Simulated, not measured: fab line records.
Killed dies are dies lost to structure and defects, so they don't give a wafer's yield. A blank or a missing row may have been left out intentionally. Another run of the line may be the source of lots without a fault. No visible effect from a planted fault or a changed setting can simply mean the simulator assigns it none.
fab line records || flow sky130
[record] {"lots": 15, "wafers": 42, "lastDay": 50}
route steps=708 shown FIELD_ISO@1 DNWELL@42 NWELL@82 VT_ADJUST_LVTN@107
lots that met no fault: from a run of the same line without faults
startH: start of the lot's first displayed wafer, in hours after the record's first day || waitH: hours elapsed since this lot's preceding step || " the same as in the row above || L1.1+2: one row covering several wafers at once || - no value, or no start given || * or withheld: withheld || < > ~ a bound
route shown NAME@n: names a module that has steps shown in the file, with the first one's number in the route || usual: the fault-free wafers' mean and standard deviation || same: alike in all rows || chamber/n: place in a boat || sites: readings site by site || _std_site: how widely they spread, as a standard deviation || _edge_site: outer sites' mean less inner sites' || radiusMm: for every site, how far away it sits from the centre of the wafer || mask NAME#n: copy n || behind: the tool/chamber that last shaped the wafer || hold: what put the lot on hold/how long, in hours/how the hold closed || device: the n, p or np transistor that did not switch || end of line: the route-end tests of the same wafers || a step with no rows: only its recipe || killed: the dies lost at the first sort to structure and to defects; this is not the yield of the wafer || map: dies across one wafer; x = killed, . = not, _ = none there
set.NAME: the setting that was run; set.NAME@STEP: the one run at that earlier step || model.NAME: the simulator's own value behind a step, which no gauge read
route steps across a sampled set of lots; one table per step, one row per wafer
services: from which hour (startH, from the record's first day; less than 0 if before it) a tool's chamber was out of use, for how many hours, and why
[[steps]]
[step SKY_FIELD_ISO_BOW_MEAS_00]
[recipe] {"mode": "bow"}
[usual] {"INCOMING_BOW": "-1/6.3"}
{"lot.wafer": "L914.2", "tool": "filmMetro-03", "chamber": "-", "startH": 10.02, "waitH": "-", "INCOMING_BOW[um]": 1}
{"lot.wafer": "L914.3", "tool": "filmMetro-03", "chamber": "-", "startH": 10.02, "waitH": "-", "INCOMING_BOW[um]": 6}
{"lot.wafer": "L914.6", "tool": "filmMetro-03", "chamber": "-", "startH": 10.02, "waitH": "-", "INCOMING_BOW[um]": 6}
{"lot.wafer": "L915.1", "tool": "filmMetro-01", "chamber": "-", "startH": 15.00, "waitH": "-", "INCOMING_BOW[um]": 3}
{"lot.wafer": "L915.5", "tool": "filmMetro-01", "chamber": "-", "startH": 15.00, "waitH": "-", "INCOMING_BOW[um]": 15}
{"lot.wafer": "L915.6", "tool": "filmMetro-01", "chamber": "-", "startH": 15.00, "waitH": "-", "INCOMING_BOW[um]": -1}
{"lot.wafer": "L916.3", "tool": "filmMetro-01", "chamber": "-", "startH": 20.04, "waitH": "-", "INCOMING_BOW[um]": 8}
{"lot.wafer": "L916.4", "tool": "filmMetro-01", "chamber": "-", "startH": 20.04, "waitH": "-", "INCOMING_BOW[um]": 5}
{"lot.wafer": "L916.5", "tool": "filmMetro-01", "chamber": "-", "startH": 20.04, "waitH": "-", "INCOMING_BOW[um]": 8}
{"lot.wafer": "L917.1", "tool": "filmMetro-04", "chamber": "-", "startH": 25.00, "waitH": "-", "INCOMING_BOW[um]": -6}
{"lot.wafer": "L917.3", "tool": "filmMetro-04", "chamber": "-", "startH": 25.00, "waitH": "-", "INCOMING_BOW[um]": 3}
{"lot.wafer": "L917.6", "tool": "filmMetro-04", "chamber": "-", "startH": 25.00, "waitH": "-", "INCOMING_BOW[um]": -9}
{"lot.wafer": "L918.1", "tool": "filmMetro-04", "chamber": "-", "startH": 30.00, "waitH": "-", "INCOMING_BOW[um]": -3}
{"lot.wafer": "L918.4", "tool": "filmMetro-04", "chamber": "-", "startH": 30.00, "waitH": "-", "INCOMING_BOW[um]": 0}
{"lot.wafer": "L918.6", "tool": "filmMetro-04", "chamber": "-", "startH": 30.00, "waitH": "-", "INCOMING_BOW[um]": 4}
{"lot.wafer": "L919.1", "tool": "filmMetro-03", "chamber": "-", "startH": 35.00, "waitH": "-", "INCOMING_BOW[um]": -4}
{"lot.wafer": "L919.2", "tool": "filmMetro-03", "chamber": "-", "startH": 35.00, "waitH": "-", "INCOMING_BOW[um]": 11}
{"lot.wafer": "L919.3", "tool": "filmMetro-03", "chamber": "-", "startH": 35.00, "waitH": "-", "INCOMING_BOW[um]": 5}
{"lot.wafer": "L923.1", "tool": "filmMetro-04", "chamber": "-", "startH": 55.00, "waitH": "-", "INCOMING_BOW[um]": 7}
{"lot.wafer": "L923.5", "tool": "filmMetro-04", "chamber": "-", "startH": 55.00, "waitH": "-", "INCOMING_BOW[um]": 0}
{"lot.wafer": "L923.6", "tool": "filmMetro-04", "chamber": "-", "startH": 55.00, "waitH": "-", "INCOMING_BOW[um]": -1}
{"lot.wafer": "L924.1", "tool": "filmMetro-03", "chamber": "-", "startH": 60.00, "waitH": "-", "INCOMING_BOW[um]": -17}
{"lot.wafer": "L924.2", "tool": "filmMetro-03", "chamber": "-", "startH": 60.00, "waitH": "-", "INCOMING_BOW[um]": 7}
{"lot.wafer": "L924.6", "tool": "filmMetro-03", "chamber": "-", "startH": 60.00, "waitH": "-", "INCOMING_BOW[um]": 7}
{"lot.wafer": "L925.1", "tool": "filmMetro-04", "chamber": "-", "startH": 65.00, "waitH": "-", "INCOMING_BOW[um]": -4}
{"lot.wafer": "L925.3", "tool": "filmMetro-04", "chamber": "-", "startH": 65.00, "waitH": "-", "INCOMING_BOW[um]": -11}
{"lot.wafer": "L926.1", "tool": "filmMetro-01", "chamber": "-", "startH": 70.00, "waitH": "-", "INCOMING_BOW[um]": 2}
{"lot.wafer": "L926.2", "tool": "filmMetro-01", "chamber": "-", "startH": 70.00, "waitH": "-", "INCOMING_BOW[um]": 5}
{"lot.wafer": "L928.2", "tool": "filmMetro-01", "chamber": "-", "startH": 80.02, "waitH": "-", "INCOMING_BOW[um]": -2}
{"lot.wafer": "L928.3", "tool": "filmMetro-01", "chamber": "-", "startH": 80.02, "waitH": "-", "INCOMING_BOW[um]": -12}
{"lot.wafer": "L930.2", "tool": "filmMetro-01", "chamber": "-", "startH": 90.02, "waitH": "-", "INCOMING_BOW[um]": 6}
{"lot.wafer": "L930.4", "tool": "filmMetro-01", "chamber": "-", "startH": 90.02, "waitH": "-", "INCOMING_BOW[um]": -4}
{"lot.wafer": "L930.6", "tool": "filmMetro-01", "chamber": "-", "startH": 90.02, "waitH": "-", "INCOMING_BOW[um]": 1}
{"lot.wafer": "L931.1", "tool": "filmMetro-04", "chamber": "-", "startH": 95.00, "waitH": "-", "INCOMING_BOW[um]": -2}
{"lot.wafer": "L931.2", "tool": "filmMetro-04", "chamber": "-", "startH": 95.00, "waitH": "-", "INCOMING_BOW[um]": 1}
{"lot.wafer": "L931.4", "tool": "filmMetro-04", "chamber": "-", "startH": 95.00, "waitH": "-", "INCOMING_BOW[um]": -8}
{"lot.wafer": "L932.3", "tool": "filmMetro-03", "chamber": "-", "startH": 100.04, "waitH": "-", "INCOMING_BOW[um]": -8}
{"lot.wafer": "L932.4", "tool": "filmMetro-03", "chamber": "-", "startH": 100.04, "waitH": "-", "INCOMING_BOW[um]": 7}
{"lot.wafer": "L932.5", "tool": "filmMetro-03", "chamber": "-", "startH": 100.04, "waitH": "-", "INCOMING_BOW[um]": -2}
{"lot.wafer": "L935.2", "tool": "filmMetro-04", "chamber": "-", "startH": 115.02, "waitH": "-", "INCOMING_BOW[um]": 0}
{"lot.wafer": "L935.3", "tool": "filmMetro-04", "chamber": "-", "startH": 115.02, "waitH": "-", "INCOMING_BOW[um]": -6}
{"lot.wafer": "L935.6", "tool": "filmMetro-04", "chamber": "-", "startH": 115.02, "waitH": "-", "INCOMING_BOW[um]": 2}
[step SKY_DNWELL_IMPLANT_07]
[recipe] {"species": "P", "energyKev": "withheld", "doseCm2": "withheld", "tiltDeg": "withheld"}
{"lot.wafer": "L914.2+3+6", "tool": "implanter-02", "chamber": 0, "startH": 51.12, "waitH": "-"}
{"lot.wafer": "L915.1+5+6", "tool": "implanter-04", "chamber": 0, "startH": 56.91, "waitH": "-"}
{"lot.wafer": "L916.3+4+5", "tool": "implanter-04", "chamber": 0, "startH": 64.37, "waitH": "-"}
{"lot.wafer": "L917.1+3+6", "tool": "implanter-04", "chamber": 0, "startH": 68.75, "waitH": "-"}
{"lot.wafer": "L918.1+4+6", "tool": "implanter-03", "chamber": 0, "startH": 73.74, "waitH": "-"}
{"lot.wafer": "L919.1+2+3", "tool": "implanter-02", "chamber": 0, "startH": 78.31, "waitH": "-"}
{"lot.wafer": "L923.1+5+6", "tool": "implanter-02", "chamber": 0, "startH": 111.69, "waitH": "-"}
{"lot.wafer": "L924.1+2+6", "tool": "implanter-04", "chamber": 0, "startH": 114.51, "waitH": "-"}
{"lot.wafer": "L925.1+3", "tool": "implanter-03", "chamber": 0, "startH": 119.77, "waitH": "-"}
{"lot.wafer": "L926.1+2", "tool": "implanter-03", "chamber": 0, "startH": 121.46, "waitH": "-"}
{"lot.wafer": "L928.2+3", "tool": "implanter-03", "chamber": 0, "startH": 131.97, "waitH": "-"}
{"lot.wafer": "L930.2+4+6", "tool": "implanter-04", "chamber": 0, "startH": 142.15, "waitH": "-"}
{"lot.wafer": "L931.1+2+4", "tool": "implanter-04", "chamber": 0, "startH": 145.32, "waitH": "-"}
{"lot.wafer": "L932.3+4+5", "tool": "implanter-02", "chamber": 0, "startH": 154.56, "waitH": "-"}
{"lot.wafer": "L935.2+3+6", "tool": "implanter-04", "chamber": 0, "startH": 167.93, "waitH": "-"}
[step SKY_DNWELL_TW_MEAS_09]
[usual] {"DNWELL_TW": "1119/11"}
{"lot.wafer": "L914.2", "tool": "filmMetro-04", "chamber": "-", "startH": 51.36, "waitH": 0.1, "DNWELL_TW": 1133}
{"lot.wafer": "L914.3", "tool": "filmMetro-04", "chamber": "-", "startH": 51.36, "waitH": 0.1, "DNWELL_TW": 1127}
{"lot.wafer": "L914.6", "tool": "filmMetro-04", "chamber": "-", "startH": 51.36, "waitH": 0.1, "DNWELL_TW": 1132}
{"lot.wafer": "L915.1", "tool": "filmMetro-03", "chamber": "-", "startH": 57.16, "waitH": 0.1, "DNWELL_TW": 1129}
{"lot.wafer": "L915.5", "tool": "filmMetro-03", "chamber": "-", "startH": 57.16, "waitH": 0.1, "DNWELL_TW": 1131}
{"lot.wafer": "L915.6", "tool": "filmMetro-03", "chamber": "-", "startH": 57.16, "waitH": 0.1, "DNWELL_TW": 1130}
{"lot.wafer": "L916.3", "tool": "filmMetro-02", "chamber": "-", "startH": 64.59, "waitH": 0.1, "DNWELL_TW": 1097}
{"lot.wafer": "L916.4", "tool": "filmMetro-02", "chamber": "-", "startH": 64.59, "waitH": 0.1, "DNWELL_TW": 1102}
{"lot.wafer": "L916.5", "tool": "filmMetro-02", "chamber": "-", "startH": 64.59, "waitH": 0.1, "DNWELL_TW": 1100}
{"lot.wafer": "L917.1", "tool": "filmMetro-03", "chamber": "-", "startH": 68.99, "waitH": 0.1, "DNWELL_TW": 1119}
{"lot.wafer": "L917.3", "tool": "filmMetro-03", "chamber": "-", "startH": 68.99, "waitH": 0.1, "DNWELL_TW": 1113}
{"lot.wafer": "L917.6", "tool": "filmMetro-03", "chamber": "-", "startH": 68.99, "waitH": 0.1, "DNWELL_TW": 1117}
{"lot.wafer": "L918.1", "tool": "filmMetro-03", "chamber": "-", "startH": 73.99, "waitH": 0.1, "DNWELL_TW": 1114}
{"lot.wafer": "L918.4", "tool": "filmMetro-03", "chamber": "-", "startH": 73.99, "waitH": 0.1, "DNWELL_TW": 1126}
{"lot.wafer": "L918.6", "tool": "filmMetro-03", "chamber": "-", "startH": 73.99, "waitH": 0.1, "DNWELL_TW": 1123}
{"lot.wafer": "L919.1", "tool": "filmMetro-02", "chamber": "-", "startH": 78.56, "waitH": 0.1, "DNWELL_TW": 1102}
{"lot.wafer": "L919.2", "tool": "filmMetro-02", "chamber": "-", "startH": 78.56, "waitH": 0.1, "DNWELL_TW": 1106}
{"lot.wafer": "L919.3", "tool": "filmMetro-02", "chamber": "-", "startH": 78.56, "waitH": 0.1, "DNWELL_TW": 1108}
{"lot.wafer": "L923.1", "tool": "filmMetro-02", "chamber": "-", "startH": 111.94, "waitH": 0.1, "DNWELL_TW": 1108}
{"lot.wafer": "L923.5", "tool": "filmMetro-02", "chamber": "-", "startH": 111.94, "waitH": 0.1, "DNWELL_TW": 1111}
{"lot.wafer": "L923.6", "tool": "filmMetro-02", "chamber": "-", "startH": 111.94, "waitH": 0.1, "DNWELL_TW": 1114}
{"lot.wafer": "L924.1", "tool": "filmMetro-04", "chamber": "-", "startH": 114.76, "waitH": 0.1, "DNWELL_TW": 1121}
{"lot.wafer": "L924.2", "tool": "filmMetro-04", "chamber": "-", "startH": 114.76, "waitH": 0.1, "DNWELL_TW": 1123}
{"lot.wafer": "L924.6", "tool": "filmMetro-04", "chamber": "-", "startH": 114.76, "waitH": 0.1, "DNWELL_TW": 1124}
{"lot.wafer": "L925.1", "tool": "filmMetro-03", "chamber": "-", "startH": 120.02, "waitH": 0.1, "DNWELL_TW": 1191}
{"lot.wafer": "L925.3", "tool": "filmMetro-03", "chamber": "-", "startH": 120.02, "waitH": 0.1, "DNWELL_TW": 1122}
{"lot.wafer": "L926.1", "tool": "filmMetro-03", "chamber": "-", "startH": 121.71, "waitH": 0.1, "DNWELL_TW": 1182}
{"lot.wafer": "L926.2", "tool": "filmMetro-03", "chamber": "-", "startH": 121.71, "waitH": 0.1, "DNWELL_TW": 1185}
{"lot.wafer": "L928.2", "tool": "filmMetro-02", "chamber": "-", "startH": 132.20, "waitH": 0.1, "DNWELL_TW": 1182}
{"lot.wafer": "L928.3", "tool": "filmMetro-02", "chamber": "-", "startH": 132.20, "waitH": 0.1, "DNWELL_TW": 1121}
{"lot.wafer": "L930.2", "tool": "filmMetro-03", "chamber": "-", "startH": 142.38, "waitH": 0.1, "DNWELL_TW": 1115}
{"lot.wafer": "L930.4", "tool": "filmMetro-03", "chamber": "-", "startH": 142.38, "waitH": 0.1, "DNWELL_TW": 1119}
{"lot.wafer": "L930.6", "tool": "filmMetro-03", "chamber": "-", "startH": 142.38, "waitH": 0.1, "DNWELL_TW": 1117}
{"lot.wafer": "L931.1", "tool": "filmMetro-02", "chamber": "-", "startH": 145.57, "waitH": 0.1, "DNWELL_TW": 1106}
{"lot.wafer": "L931.2", "tool": "filmMetro-02", "chamber": "-", "startH": 145.57, "waitH": 0.1, "DNWELL_TW": 1105}
{"lot.wafer": "L931.4", "tool": "filmMetro-02", "chamber": "-", "startH": 145.57, "waitH": 0.1, "DNWELL_TW": 1109}
{"lot.wafer": "L932.3", "tool": "filmMetro-02", "chamber": "-", "startH": 154.78, "waitH": 0.1, "DNWELL_TW": 1105}
{"lot.wafer": "L932.4", "tool": "filmMetro-02", "chamber": "-", "startH": 154.78, "waitH": 0.1, "DNWELL_TW": 1109}
{"lot.wafer": "L932.5", "tool": "filmMetro-02", "chamber": "-", "startH": 154.78, "waitH": 0.1, "DNWELL_TW": 1111}
{"lot.wafer": "L935.2", "tool": "filmMetro-04", "chamber": "-", "startH": 168.17, "waitH": 0.1, "DNWELL_TW": 1120}
{"lot.wafer": "L935.3", "tool": "filmMetro-04", "chamber": "-", "startH": 168.17, "waitH": 0.1, "DNWELL_TW": 1120}
{"lot.wafer": "L935.6", "tool": "filmMetro-04", "chamber": "-", "startH": 168.17, "waitH": 0.1, "DNWELL_TW": 1125}
[step SKY_NWELL_RS_MEAS_29]
[recipe] {"thkMeasGauge": "four-point-probe"}
[usual] {"NWELL_RS": "623.7/1.5"}
{"lot.wafer": "L914.2", "tool": "filmMetro-03", "chamber": "-", "startH": 99.15, "waitH": 0.1, "NWELL_RS[ohm/sq]": 625.1}
{"lot.wafer": "L914.3", "tool": "filmMetro-03", "chamber": "-", "startH": 99.15, "waitH": 0.1, "NWELL_RS[ohm/sq]": 623.6}
{"lot.wafer": "L914.6", "tool": "filmMetro-03", "chamber": "-", "startH": 99.15, "waitH": 0.1, "NWELL_RS[ohm/sq]": 624.1}
{"lot.wafer": "L915.1", "tool": "filmMetro-02", "chamber": "-", "startH": 105.02, "waitH": 0.1, "NWELL_RS[ohm/sq]": 622.5}
{"lot.wafer": "L915.5", "tool": "filmMetro-02", "chamber": "-", "startH": 105.02, "waitH": 0.1, "NWELL_RS[ohm/sq]": 621.6}
{"lot.wafer": "L915.6", "tool": "filmMetro-02", "chamber": "-", "startH": 105.02, "waitH": 0.1, "NWELL_RS[ohm/sq]": 623.8}
{"lot.wafer": "L916.3", "tool": "filmMetro-03", "chamber": "-", "startH": 114.13, "waitH": 0.1, "NWELL_RS[ohm/sq]": 625.9}
{"lot.wafer": "L916.4", "tool": "filmMetro-03", "chamber": "-", "startH": 114.13, "waitH": 0.1, "NWELL_RS[ohm/sq]": 624.0}
{"lot.wafer": "L916.5", "tool": "filmMetro-03", "chamber": "-", "startH": 114.13, "waitH": 0.1, "NWELL_RS[ohm/sq]": 624.2}
{"lot.wafer": "L917.1", "tool": "filmMetro-02", "chamber": "-", "startH": 119.92, "waitH": 0.1, "NWELL_RS[ohm/sq]": 624.5}
{"lot.wafer": "L917.3", "tool": "filmMetro-02", "chamber": "-", "startH": 119.92, "waitH": 0.1, "NWELL_RS[ohm/sq]": 626.1}
{"lot.wafer": "L917.6", "tool": "filmMetro-02", "chamber": "-", "startH": 119.92, "waitH": 0.1, "NWELL_RS[ohm/sq]": 623.9}
{"lot.wafer": "L918.1", "tool": "filmMetro-03", "chamber": "-", "startH": 125.95, "waitH": 0.1, "NWELL_RS[ohm/sq]": 623.4}
{"lot.wafer": "L918.4", "tool": "filmMetro-03", "chamber": "-", "startH": 125.95, "waitH": 0.1, "NWELL_RS[ohm/sq]": 625.0}
{"lot.wafer": "L918.6", "tool": "filmMetro-03", "chamber": "-", "startH": 125.95, "waitH": 0.1, "NWELL_RS[ohm/sq]": 624.3}
{"lot.wafer": "L919.1", "tool": "filmMetro-02", "chamber": "-", "startH": 130.66, "waitH": 0.1, "NWELL_RS[ohm/sq]": 623.5}
{"lot.wafer": "L919.2", "tool": "filmMetro-02", "chamber": "-", "startH": 130.66, "waitH": 0.1, "NWELL_RS[ohm/sq]": 623.9}
{"lot.wafer": "L919.3", "tool": "filmMetro-02", "chamber": "-", "startH": 130.66, "waitH": 0.1, "NWELL_RS[ohm/sq]": 623.0}
{"lot.wafer": "L923.1", "tool": "filmMetro-03", "chamber": "-", "startH": 170.01, "waitH": 0.1, "NWELL_RS[ohm/sq]": 623.9}
{"lot.wafer": "L923.5", "tool": "filmMetro-03", "chamber": "-", "startH": 170.01, "waitH": 0.1, "NWELL_RS[ohm/sq]": 625.1}
{"lot.wafer": "L923.6", "tool": "filmMetro-03", "chamber": "-", "startH": 170.01, "waitH": 0.1, "NWELL_RS[ohm/sq]": 624.5}
{"lot.wafer": "L924.1", "tool": "filmMetro-02", "chamber": "-", "startH": 172.80, "waitH": 0.1, "NWELL_RS[ohm/sq]": 623.8}
{"lot.wafer": "L924.2", "tool": "filmMetro-02", "chamber": "-", "startH": 172.80, "waitH": 0.1, "NWELL_RS[ohm/sq]": 622.5}
{"lot.wafer": "L924.6", "tool": "filmMetro-02", "chamber": "-", "startH": 172.80, "waitH": 0.1, "NWELL_RS[ohm/sq]": 622.4}
{"lot.wafer": "L925.1", "tool": "filmMetro-02", "chamber": "-", "startH": 177.50, "waitH": 0.2, "NWELL_RS[ohm/sq]": 624.0}
{"lot.wafer": "L925.3", "tool": "filmMetro-02", "chamber": "-", "startH": 177.50, "waitH": 0.2, "NWELL_RS[ohm/sq]": 623.2}
{"lot.wafer": "L926.1", "tool": "filmMetro-04", "chamber": "-", "startH": 180.70, "waitH": 0.1, "NWELL_RS[ohm/sq]": 625.7}
{"lot.wafer": "L926.2", "tool": "filmMetro-04", "chamber": "-", "startH": 180.70, "waitH": 0.1, "NWELL_RS[ohm/sq]": 624.6}
{"lot.wafer": "L928.2", "tool": "filmMetro-03", "chamber": "-", "startH": 192.60, "waitH": 0.1, "NWELL_RS[ohm/sq]": 627.2}
{"lot.wafer": "L928.3", "tool": "filmMetro-03", "chamber": "-", "startH": 192.60, "waitH": 0.1, "NWELL_RS[ohm/sq]": 627.5}
{"lot.wafer": "L930.2", "tool": "filmMetro-02", "chamber": "-", "startH": 203.79, "waitH": 0.1, "NWELL_RS[ohm/sq]": 622.6}
{"lot.wafer": "L930.4", "tool": "filmMetro-02", "chamber": "-", "startH": 203.79, "waitH": 0.1, "NWELL_RS[ohm/sq]": 622.6}
{"lot.wafer": "L930.6", "tool": "filmMetro-02", "chamber": "-", "startH": 203.79, "waitH": 0.1, "NWELL_RS[ohm/sq]": 621.4}
{"lot.wafer": "L931.1", "tool": "filmMetro-03", "chamber": "-", "startH": 208.03, "waitH": 0.1, "NWELL_RS[ohm/sq]": 625.9}
{"lot.wafer": "L931.2", "tool": "filmMetro-03", "chamber": "-", "startH": 208.03, "waitH": 0.1, "NWELL_RS[ohm/sq]": 622.4}
{"lot.wafer": "L931.4", "tool": "filmMetro-03", "chamber": "-", "startH": 208.03, "waitH": 0.1, "NWELL_RS[ohm/sq]": 623.8}
{"lot.wafer": "L932.3", "tool": "filmMetro-03", "chamber": "-", "startH": 217.14, "waitH": 0.1, "NWELL_RS[ohm/sq]": 623.9}
{"lot.wafer": "L932.4", "tool": "filmMetro-03", "chamber": "-", "startH": 217.14, "waitH": 0.1, "NWELL_RS[ohm/sq]": 624.4}
{"lot.wafer": "L932.5", "tool": "filmMetro-03", "chamber": "-", "startH": 217.14, "waitH": 0.1, "NWELL_RS[ohm/sq]": 625.6}
{"lot.wafer": "L935.2", "tool": "filmMetro-03", "chamber": "-", "startH": 232.07, "waitH": 0.1, "NWELL_RS[ohm/sq]": 622.4}
{"lot.wafer": "L935.3", "tool": "filmMetro-03", "chamber": "-", "startH": 232.07, "waitH": 0.1, "NWELL_RS[ohm/sq]": 622.8}
{"lot.wafer": "L935.6", "tool": "filmMetro-03", "chamber": "-", "startH": 232.07, "waitH": 0.1, "NWELL_RS[ohm/sq]": 621.2}
[step SKY_VT_ADJUST_LVTN_TW_MEAS_10]
[usual] {"VT_ADJUST_LVTN_TW": "239.9/2.9"}
{"lot.wafer": "L914.2", "tool": "filmMetro-02", "chamber": "-", "startH": 136.92, "waitH": 0.1, "VT_ADJUST_LVTN_TW": 242.4}
{"lot.wafer": "L914.3", "tool": "filmMetro-02", "chamber": "-", "startH": 136.92, "waitH": 0.1, "VT_ADJUST_LVTN_TW": 242.1}
{"lot.wafer": "L914.6", "tool": "filmMetro-02", "chamber": "-", "startH": 136.92, "waitH": 0.1, "VT_ADJUST_LVTN_TW": 241.1}
{"lot.wafer": "L915.1", "tool": "filmMetro-01", "chamber": "-", "startH": 143.04, "waitH": 0.1, "VT_ADJUST_LVTN_TW": 236.5}
{"lot.wafer": "L915.5", "tool": "filmMetro-01", "chamber": "-", "startH": 143.04, "waitH": 0.1, "VT_ADJUST_LVTN_TW": 235.0}
{"lot.wafer": "L915.6", "tool": "filmMetro-01", "chamber": "-", "startH": 143.04, "waitH": 0.1, "VT_ADJUST_LVTN_TW": 234.8}
{"lot.wafer": "L916.3", "tool": "filmMetro-02", "chamber": "-", "startH": 151.81, "waitH": 0.1, "VT_ADJUST_LVTN_TW": 240.6}
{"lot.wafer": "L916.4", "tool": "filmMetro-02", "chamber": "-", "startH": 151.81, "waitH": 0.1, "VT_ADJUST_LVTN_TW": 241.8}
{"lot.wafer": "L916.5", "tool": "filmMetro-02", "chamber": "-", "startH": 151.81, "waitH": 0.1, "VT_ADJUST_LVTN_TW": 240.5}
{"lot.wafer": "L917.1", "tool": "filmMetro-01", "chamber": "-", "startH": 157.83, "waitH": 0.1, "VT_ADJUST_LVTN_TW": 238.0}
{"lot.wafer": "L917.3", "tool": "filmMetro-01", "chamber": "-", "startH": 157.83, "waitH": 0.1, "VT_ADJUST_LVTN_TW": 237.4}
{"lot.wafer": "L917.6", "tool": "filmMetro-01", "chamber": "-", "startH": 157.83, "waitH": 0.1, "VT_ADJUST_LVTN_TW": 236.7}
{"lot.wafer": "L918.1", "tool": "filmMetro-01", "chamber": "-", "startH": 164.68, "waitH": 0.1, "VT_ADJUST_LVTN_TW": 237.5}
{"lot.wafer": "L918.4", "tool": "filmMetro-01", "chamber": "-", "startH": 164.68, "waitH": 0.1, "VT_ADJUST_LVTN_TW": 235.6}
{"lot.wafer": "L918.6", "tool": "filmMetro-01", "chamber": "-", "startH": 164.68, "waitH": 0.1, "VT_ADJUST_LVTN_TW": 238.6}
{"lot.wafer": "L919.1", "tool": "filmMetro-01", "chamber": "-", "startH": 169.44, "waitH": 0.1, "VT_ADJUST_LVTN_TW": 237.8}
{"lot.wafer": "L919.2", "tool": "filmMetro-01", "chamber": "-", "startH": 169.44, "waitH": 0.1, "VT_ADJUST_LVTN_TW": 236.9}
{"lot.wafer": "L919.3", "tool": "filmMetro-01", "chamber": "-", "startH": 169.44, "waitH": 0.1, "VT_ADJUST_LVTN_TW": 236.8}
{"lot.wafer": "L923.1", "tool": "filmMetro-02", "chamber": "-", "startH": 212.48, "waitH": 0.1, "VT_ADJUST_LVTN_TW": 241.2}
{"lot.wafer": "L923.5", "tool": "filmMetro-02", "chamber": "-", "startH": 212.48, "waitH": 0.1, "VT_ADJUST_LVTN_TW": 241.7}
{"lot.wafer": "L923.6", "tool": "filmMetro-02", "chamber": "-", "startH": 212.48, "waitH": 0.1, "VT_ADJUST_LVTN_TW": 241.3}
{"lot.wafer": "L924.1", "tool": "filmMetro-02", "chamber": "-", "startH": 215.24, "waitH": 0.1, "VT_ADJUST_LVTN_TW": 240.9}
{"lot.wafer": "L924.2", "tool": "filmMetro-02", "chamber": "-", "startH": 215.24, "waitH": 0.1, "VT_ADJUST_LVTN_TW": 240.7}
{"lot.wafer": "L924.6", "tool": "filmMetro-02", "chamber": "-", "startH": 215.24, "waitH": 0.1, "VT_ADJUST_LVTN_TW": 240.4}
{"lot.wafer": "L925.1", "tool": "filmMetro-02", "chamber": "-", "startH": 220.43, "waitH": 0.1, "VT_ADJUST_LVTN_TW": 242.0}
{"lot.wafer": "L925.3", "tool": "filmMetro-02", "chamber": "-", "startH": 220.43, "waitH": 0.1, "VT_ADJUST_LVTN_TW": 240.9}
{"lot.wafer": "L926.1", "tool": "filmMetro-02", "chamber": "-", "startH": 223.61, "waitH": 0.1, "VT_ADJUST_LVTN_TW": 240.4}
{"lot.wafer": "L926.2", "tool": "filmMetro-02", "chamber": "-", "startH": 223.61, "waitH": 0.1, "VT_ADJUST_LVTN_TW": 241.5}
{"lot.wafer": "L928.2", "tool": "filmMetro-01", "chamber": "-", "startH": 237.37, "waitH": 0.1, "VT_ADJUST_LVTN_TW": 235.1}
{"lot.wafer": "L928.3", "tool": "filmMetro-01", "chamber": "-", "startH": 237.37, "waitH": 0.1, "VT_ADJUST_LVTN_TW": 236.2}
{"lot.wafer": "L930.2", "tool": "filmMetro-02", "chamber": "-", "startH": 248.65, "waitH": 0.1, "VT_ADJUST_LVTN_TW": 243.2}
{"lot.wafer": "L930.4", "tool": "filmMetro-02", "chamber": "-", "startH": 248.65, "waitH": 0.1, "VT_ADJUST_LVTN_TW": 241.0}
{"lot.wafer": "L930.6", "tool": "filmMetro-02", "chamber": "-", "startH": 248.65, "waitH": 0.1, "VT_ADJUST_LVTN_TW": 243.5}
{"lot.wafer": "L931.1", "tool": "filmMetro-02", "chamber": "-", "startH": 253.71, "waitH": 0.1, "VT_ADJUST_LVTN_TW": 242.1}
{"lot.wafer": "L931.2", "tool": "filmMetro-02", "chamber": "-", "startH": 253.71, "waitH": 0.1, "VT_ADJUST_LVTN_TW": 241.7}
{"lot.wafer": "L931.4", "tool": "filmMetro-02", "chamber": "-", "startH": 253.71, "waitH": 0.1, "VT_ADJUST_LVTN_TW": 242.9}
{"lot.wafer": "L932.3", "tool": "filmMetro-02", "chamber": "-", "startH": 263.21, "waitH": 0.1, "VT_ADJUST_LVTN_TW": 240.1}
{"lot.wafer": "L932.4", "tool": "filmMetro-02", "chamber": "-", "startH": 263.21, "waitH": 0.1, "VT_ADJUST_LVTN_TW": 241.6}
{"lot.wafer": "L932.5", "tool": "filmMetro-02", "chamber": "-", "startH": 263.21, "waitH": 0.1, "VT_ADJUST_LVTN_TW": 242.4}
{"lot.wafer": "L935.2", "tool": "filmMetro-03", "chamber": "-", "startH": 279.54, "waitH": 0.1, "VT_ADJUST_LVTN_TW": 242.8}
{"lot.wafer": "L935.3", "tool": "filmMetro-03", "chamber": "-", "startH": 279.54, "waitH": 0.1, "VT_ADJUST_LVTN_TW": 243.6}
{"lot.wafer": "L935.6", "tool": "filmMetro-03", "chamber": "-", "startH": 279.54, "waitH": 0.1, "VT_ADJUST_LVTN_TW": 244.2}
[[services]]
{"tool": "implanter-04", "chamber": "-", "startH": 31.16, "hours": 5.7, "kind": "pm"}
{"tool": "implanter-04", "chamber": "-", "startH": 41.53, "hours": 4.5, "kind": "repair"}
{"tool": "implanter-04", "chamber": "-", "startH": 47.21, "hours": 6.8, "kind": "pm"}
{"tool": "implanter-03", "chamber": "-", "startH": 65.29, "hours": 4.8, "kind": "pm"}
{"tool": "implanter-03", "chamber": "-", "startH": 85.56, "hours": 5.9, "kind": "repair"}
{"tool": "implanter-03", "chamber": "-", "startH": 103.75, "hours": 2.3, "kind": "repair"}
{"tool": "implanter-04", "chamber": "-", "startH": 156.60, "hours": 2.2, "kind": "repair"}
{"tool": "implanter-03", "chamber": "-", "startH": 167.61, "hours": 2.5, "kind": "repair"}
[[key]]
[firstSign] {"step": "SKY_DNWELL_TW_MEAS_09", "reading": "DNWELL_TW", "direction": "up", "sigmas": 6.2, "usual": 1119, "struck": 1185}
effect none on later readings
metAt SKY_DNWELL_IMPLANT_07
struckLots L925,L926,L928
struckWafers L925.1,L926.1,L926.2,L928.2
testerLeftOut L925,L926,L928
notActingAt SKY_FIELD_ISO_BOW_MEAS_00,SKY_NWELL_RS_MEAS_29,SKY_VT_ADJUST_LVTN_TW_MEAS_10
onsetBetween 73.74 119.77
[fault] {"kind": "processParameterDrift", "tool": "implanter-03", "chamber": "-", "onsetH": 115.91, "steps": "SKY_DNWELL_IMPLANT_07", "channel": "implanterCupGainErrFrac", "offset": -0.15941, "shape": "step", "endH": 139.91, "scope": "struckWafersOnly"}
// testerLeftOut: of these lots the tester's yield and bins aren't shown, on N5 and GAA mostly nor the transistor test; their killed dies are dies lost to structure and defects alone, not to doping, threshold or leakage, so they don't give the yield
